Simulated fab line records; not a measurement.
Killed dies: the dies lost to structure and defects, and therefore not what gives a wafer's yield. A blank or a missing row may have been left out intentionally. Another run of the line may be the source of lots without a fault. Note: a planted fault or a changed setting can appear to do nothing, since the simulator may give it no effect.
Problem report, 8D (eight disciplines) form, completed by code | flow sfq_line | the parts of the form that need people (team, actions taken, sign-off) are left out

## 1. WHAT WENT WRONG
At SFQ_TRILAYER_M0_LITHO_PEB_024, heater_power_total_W averages 75.19 W over 6 wafers from 2 lots, while fault-free wafers read 79.16 W, standard deviation 0.069. Measured from the usual mean, that is -57 standard deviations.
The step: peb time 60 s.
The first sign was on wafer L195.2 at day 17 16:08, on litho_track-03. Wafers with a number at this step in the record: 42, from 14 lots. Rule for "out", or "out of limits": more than 4 standard deviations from the usual mean. Any other wafer with a number is counted as sound.

## 2. WHAT THIS IS AND IS NOT
question                    | is                                 | is not
which readings at this step | heater_power_total_W, plate_temp_C | -
which lots                  | L195, L197                         | L179, L182, L183, L184, L185, L186, L187, L188, L196, L198, L201, L202
which wafers of those lots  | all that have a number             | -
read on which tools         | litho_track-03                     | litho_track-02, litho_track-04
when                        | from day 17 16:08                  | up to then (24 sound wafers); but 12 sound wafers of L196, L198, L201, L202 came after

## 3. THE SUSPECTS, EACH WITH WHAT RULES IT OUT
Counting: any tool at a process step up to the reading is kept as a suspect provided that every lot that is out went through it and no sound lot did after the first of them.
- litho_track-03 at SFQ_TRILAYER_M0_LITHO_PEB_024 (peb time 60 s): ruled out as a lasting fault. Sound lots L202 ran on it after its first lot that is out, L195 (day 17 16:08).
Left after counting: nothing in the record.

## 4. THE CAUSE (what the simulator had put in)
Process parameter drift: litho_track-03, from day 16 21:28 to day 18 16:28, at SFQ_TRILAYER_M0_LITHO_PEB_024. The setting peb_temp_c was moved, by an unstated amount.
Counting ruled it out, wrongly.

## 5. THE CHAIN OF EFFECTS, in route order
Each row: a reading where the mean over the struck wafers with a number is more than 3 standard deviations away from the usual. Readings are gone through only where the record gives a usual standard deviation; hours: the median, over the lots, of the time from a lot's start at the first step in this table giving one to that lot's start at this step; sigmas: the change measured in usual standard deviations.
hours | step                          | reading              | usual    | on struck wafers | change | sigmas
0     | SFQ_TRILAYER_M0_LITHO_PEB_024 | heater_power_total_W | 79.16 W  | 75.19            | -3.97  | -57
0     | SFQ_TRILAYER_M0_LITHO_PEB_024 | plate_temp_C         | 115.00 C | 110.60           | -4.40  | -40
Here are the process steps it includes:
- SFQ_TRILAYER_M0_LITHO_PEB_024: peb time 60 s.
Later measuring or inspecting steps at which every struck wafer that the step has a row for has a number for every such reading, and none has moved that far: SFQ_I7_BOW_MEAS_946, SFQ_M8_OVL_MEAS_948.

## 6. WHAT WOULD HAVE CAUGHT IT SOONER
First out-of-limits reading in this record: day 17 16:08, which is 19 hours after fault onset at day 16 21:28.
